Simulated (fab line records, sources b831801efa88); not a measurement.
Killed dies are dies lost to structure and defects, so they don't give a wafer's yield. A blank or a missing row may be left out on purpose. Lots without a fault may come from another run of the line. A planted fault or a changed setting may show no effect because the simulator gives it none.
A struck lot beside a sound one | flow gf180mcu | 37 steps out of a route of 602
Sound: wafers L804.3, L804.4, L804.5. Struck: wafers L819.3, L819.6. (L819.1 of the same lot was not struck and is left out.) The cause comes at the end.
At each step with rows: each side's tool, then ch and its chambers, then its first start. Under that, the readings that differ: sound wafers | struck wafers | difference of the means | sigmas: that difference in standard deviations of wafers without a fault.
alike: readings whose means differ by less than 2 such deviations, and words and numbers that are the same on both sides. not compared: withheld readings, readings that some wafer has no value for, bounds like >300 that may hide the same value, and numbers for which the record gives no deviation and whose values overlap.
The two part at a step that has a row with sigmas, a row that says differs or no value, or rows on one side only. Numbers that don't overlap but have no deviation are shown without sigmas and don't part them. A reading that every wafer of one side lacks parts them only if that side has two wafers or more.

first, 2 steps without rows for these wafers: GF_M4_PEB_12 (peb time 90 s); GF_M4_DEVELOP_13 (develop time 60 s).
GF_M4_CD_MEAS_14: target cd 280 nm.
  sound on cd_sem-02, day 25 12:52; struck on cd_sem-01, day 29 23:37
  alike: cd_nm
GF_M4_OVL_MEAS_15:
  sound on overlay-01, day 25 12:58; struck on overlay-02, day 29 23:44
  alike: M4_OVL
GF_M4_METAL_ETCH_16: etches the open film in Cl2/BCl3, stops on SiO2, target depth 750.8 nm, time 125.1 s.
  sound on rie_metal-03 ch 0,1, day 25 13:02; struck on rie_metal-04 ch 1, day 29 23:46
  reading                     | sound       | struck  | difference | sigmas
  drypump_motor_current_A (A) | 6.1 5.6 6.1 | 4.6 4.6 | -1.3       | -2
  alike: bias_w, chamber_pressure_mTorr, oes_product_au, throttle_valve_pct
  not compared: rf_hours_counter_h
then, 4 steps without rows for these wafers: GF_M4_STRIP_17 (strips in O2/N2); GF_M4_STRIP_18 (strips in post etch residue remover, time 1200 s); GF_M4_CLEAN_19 (cleans in DIW); GF_V4_CVD_00 (deposits SiO2, target thk 600 nm, time 100 s).
GF_V4_THK_MEAS_01:
  sound on film_metro-02, day 25 13:44; struck on film_metro-01, day 30 00:33
  alike: V4_CVD_00_THK
GF_V4_CVD_02: deposits SiO2 from TEOS, target thk 850 nm, time 94.851 s.
  sound on pecvd-03 ch 0,2, day 25 13:47; struck on pecvd-02 ch 1,2, day 30 00:37
  alike: heater_power_w, susceptor_temp_C
GF_V4_THK_MEAS_03:
  sound on film_metro-04, day 25 13:52; struck on film_metro-02, day 30 00:41
  alike: V4_CVD_02_THK
GF_V4_CMP_04: polishes SiO2.
  sound on cmp-02 ch 1,2,3, day 25 13:58; struck on cmp-02 ch 2, day 30 00:44
  reading                             | sound             | struck      | difference | sigmas
  time_to_endpoint_s (s)              | 75 84 80          | 94 102      | +18        | +4
  model.SiO2_of_V4_CVD_02.thk_nm (nm) | 631.4 633.1 631.4 | 585.7 585.3 | -46.5      |
  alike: motor_current_A, platen_rpm
GF_V4_BOW_MEAS_05:
  sound on film_metro-02, day 25 14:15; struck on film_metro-02, day 30 01:02
  alike: V4_BOW
then, 8 steps without rows for these wafers: GF_V4_DEHYDRATE_06 (time 60 s); GF_V4_HMDS_07 (prime time 60 s); GF_V4_COAT_08; GF_V4_COAT_09 (resist thk 1000 nm); GF_V4_SOFTBAKE_10 (time 60 s); GF_V4_EXPOSE_11 (exposes mask Via4, target cd 260 nm); GF_V4_PEB_12 (peb time 90 s); GF_V4_DEVELOP_13 (develop time 60 s).
GF_V4_CD_MEAS_14: target cd 260 nm.
  sound on cd_sem-01, day 26 10:40; struck on cd_sem-02, day 30 18:52
  alike: cd_nm
GF_V4_OVL_MEAS_15:
  sound on overlay-02, day 26 10:46; struck on overlay-02, day 30 18:59
  alike: V4_OVL
then, 1 step without rows for these wafers: GF_V4_ETCH_16 (etches BARC in N2/H2).
GF_V4_ETCH_17: etches SiO2 in C4F8/O2/Ar, stops on TiN, target depth 630 nm.
  sound on rie_diel-01 ch 2,3; struck on rie_diel-02 ch 0,2
  reading                        | sound             | struck      | difference | sigmas
  oes_product_au (a.u.)          | 0.857 0.858 0.854 | 0.816 0.813 | -0.042     | -8
  model.etch.depth_nm (nm)       | 631.4 633.1 631.4 | 585.7 585.3 | -46.5      |
  model.V4.feature_depth_nm (nm) | 631.4 633.1 631.4 | 585.7 585.3 | -46.5      |
  alike: bias_w, chamber_pressure_mTorr
GF_V4_STRIP_18: strips in O2/N2.
  sound on plasma_asher-03 ch 0,1, day 26 10:57; struck on plasma_asher-01 ch 0,1, day 30 19:09
  alike: chamber_pressure_mTorr, drypump_motor_current_A, heater_power_w, oes_product_au
  not compared: rf_hours_counter_h
then, 4 steps without rows for these wafers: GF_V4_STRIP_19 (strips in post etch residue remover, time 1200 s); GF_V4_CLEAN_20 (cleans in DIW); GF_V4_SPUTTER_21 (material Ti, target thk 15 nm, time 80.02 s); GF_V4_SPUTTER_22 (material TiN, target thk 10 nm, time 40 s).
GF_V4_CVD_23: deposits W, target thk 350 nm, time 104.9 s.
  sound on cvd_w-01 ch 0,1, day 26 11:36; struck on cvd_w-01 ch 0,1, day 30 19:52
  alike: heater_power_w, susceptor_temp_C
GF_V4_RS_MEAS_24: measures by four-point-probe.
  sound on film_metro-01, day 26 11:43; struck on film_metro-01, day 30 19:59
  alike: V4_W_RS
GF_V4_THK_MEAS_25: measures by xrf.
  sound on film_metro-01, day 26 11:49; struck on film_metro-01, day 30 20:06
  alike: V4_W_THK
GF_V4_CMP_26: polishes, stops on SiO2, t overpolish 15 s, target thk 0 nm.
  sound on cmp-02 ch 0,1,3, day 26 11:55; struck on cmp-02 ch 1,3, day 30 20:13
  reading                             | sound             | struck      | difference | sigmas
  model.SiO2_of_V4_CVD_02.thk_nm (nm) | 627.6 629.4 627.6 | 581.9 581.5 | -46.5      |
  alike: motor_current_A, platen_rpm
GF_MIM_SPUTTER_00: material Ti, target thk 37.5 nm, time 150 s.
  sound on pvd_sputter-03, day 26 12:10; struck on pvd_sputter-04, day 30 20:28
  alike: cathode_dc_power_W, throttle_valve_pct
then, 1 step without rows for these wafers: GF_PASSIVATION_PROBE_99.

WHERE THEY PART
First at GF_M4_METAL_ETCH_16; last, within this record, at GF_V4_ETCH_17. Later steps at which nothing parts them and some readings are alike: GF_V4_STRIP_18, GF_V4_CVD_23, GF_V4_RS_MEAS_24, GF_V4_THK_MEAS_25, GF_V4_CMP_26, GF_MIM_SPUTTER_00.

WHY: what the simulator had put in
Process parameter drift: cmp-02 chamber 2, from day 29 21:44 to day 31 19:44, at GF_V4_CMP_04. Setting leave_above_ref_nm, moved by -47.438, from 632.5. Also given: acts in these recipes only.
